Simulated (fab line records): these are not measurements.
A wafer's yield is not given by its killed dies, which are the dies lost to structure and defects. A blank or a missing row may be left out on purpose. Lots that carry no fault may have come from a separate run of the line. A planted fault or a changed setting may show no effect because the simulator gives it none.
A struck lot beside a sound one || flow gf180mcu || 16 steps out of a route of 602
Sound: wafers L508.1, L508.3, L508.6. Struck: wafer L515.1. (L515.2, L515.6 of the same lot were not struck and are left out.) The cause comes at the end.
For every step that has rows: the tool of each side, followed by ch and its chambers, followed by its first start. Under that, the readings that differ: sound wafers || struck wafers || difference of the means || sigmas: that difference in standard deviations of wafers without a fault.
alike: same words and numbers on both sides, and readings whose means sit less than 2 such deviations apart. not compared: any withheld reading, any reading some wafer has no value for, any bound like >300 that may hide the same value, and any number with overlapping values for which the record gives no deviation.
Wherever a step has rows on one side only, a row that says differs or no value, or a row with sigmas, the two part there. Numbers that have no deviation but don't overlap get no sigmas and don't part them. A reading that every wafer of one side lacks parts them only if that side has two wafers or more.

first, 1 step without rows for these wafers: GF_TOP_METAL_CLEAN_19 (cleans in DIW).
GF_PASSIVATION_CVD_00: deposits SiO2 from TEOS, target thk 1000 nm, time 111.95 s.
  sound on pecvd-04 ch 0,1,2, day 29 09:11; struck on pecvd-04 ch 0, day 31 13:05
  alike: heater power w
GF_PASSIVATION_THK_MEAS_01:
  sound on film metro-02 at day 29 09:16; struck on film metro-01 at day 31 13:10
  alike: PASSIVATION_CVD_00_THK
GF_PASSIVATION_CVD_02: deposits Si3N4, target thk 700 nm, time 486.18 s.
  sound on pecvd-01 ch 0,1,2, day 29 09:19; struck on pecvd-02 ch 2, day 31 13:14
  alike: heater power w
GF_PASSIVATION_THK_MEAS_03:
  sound on film metro-04 at day 29 09:37; struck on film metro-02 at day 31 13:31
  alike: PASSIVATION_CVD_02_THK
then, 7 steps without rows for these wafers: GF_PASSIVATION_DEHYDRATE_04 (time 60 s); GF_PASSIVATION_HMDS_05 (prime time 60 s); GF_PASSIVATION_COAT_06 (resist thk 4000 nm); GF_PASSIVATION_SOFTBAKE_07; GF_PASSIVATION_EXPOSE_08 (exposes mask Pad, target cd 40000 nm); GF_PASSIVATION_PEB_09; GF_PASSIVATION_DEVELOP_10 (develop time 60 s).
GF_PASSIVATION_ETCH_11: etches the open film in CF4/O2, stops on TiN, target depth 1800 nm, time 400 s.
  sound on rie diel-03 ch 0,2,3, day 30 04:19; struck on rie diel-03 ch 0, day 32 06:04
{"reading": "oes product au (a.u.)", "sound": "0.962 0.953 0.968", "struck": 0.828, "difference": -0.133, "sigmas": -18}
{"reading": "throttle valve pct (%)", "sound": "5.954 5.957 5.958", "struck": 5.930, "difference": -0.026, "sigmas": -3}
{"reading": "model.PASSIVATION.feature depth nm (nm)", "sound": "1701 1691 1726", "struck": 1298, "difference": -408, "sigmas": ""}
{"reading": "model.etch.depth nm (nm)", "sound": "1701 1691 1726", "struck": 1298, "difference": -408, "sigmas": ""}
{"reading": "model.coat_of_PASSIVATION_COAT_06.thk nm (nm)", "sound": "2811 2807 2796", "struck": 3131, "difference": "+326", "sigmas": ""}
  alike: drypump motor current A
  not compared: rf hours counter h
GF_PASSIVATION_STRIP_12: strips in O2/N2.
  sound on plasma asher-03 ch 1, day 30 04:33; struck on plasma asher-03 ch 1, day 32 06:17
{"reading": "strip time to endpoint s (s)", "sound": "34.90 34.87 34.73", "struck": 38.58, "difference": "+3.75", "sigmas": "+22"}
  alike: drypump motor current A, heater power w, oes product au
  not compared: rf hours counter h
then, 1 step without rows for these wafers: GF_PASSIVATION_ANNEAL_13 (time 1800 s).
GF_PASSIVATION_PROBE_99:
  sound on prober-01 at day 30 06:16; struck on prober-02 at day 32 08:01
{"reading": "model.etest.iso nwell nwell.under floor", "sound": "0 0 0", "struck": 1, "difference": "+1", "sigmas": ""}
{"reading": "model.etest.diode nplus pwell.under floor", "sound": "0 0 0", "struck": 1, "difference": "+1", "sigmas": ""}
{"reading": "model.etest.nmos_6p0_turned.open", "sound": "0 0 0", "struck": 1, "difference": "+1", "sigmas": ""}
{"reading": "model.etest.pwell in dnwell.open", "sound": "0 0 0", "struck": 1, "difference": "+1", "sigmas": ""}
{"reading": "model.etest.nldd_3p3.open", "sound": "0 0 0", "struck": 1, "difference": "+1", "sigmas": ""}
{"reading": "model.etest.nmos_3p3.open", "sound": "0 0 0", "struck": 1, "difference": "+1", "sigmas": ""}
{"reading": "model.etest.diode_pplus_nwell_6v.under floor", "sound": "0 0 0", "struck": 1, "difference": "+1", "sigmas": ""}
{"reading": "model.etest.nmos_6p0_nat.under floor", "sound": "0 0 0", "struck": 1, "difference": "+1", "sigmas": ""}

WHERE THEY PART
Earliest at GF_PASSIVATION_ETCH_11; latest, in this record, at GF_PASSIVATION_STRIP_12.

WHY: what had been put in by the simulator
rie diel-03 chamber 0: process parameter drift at GF_PASSIVATION_ETCH_11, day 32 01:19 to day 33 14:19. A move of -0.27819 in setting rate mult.
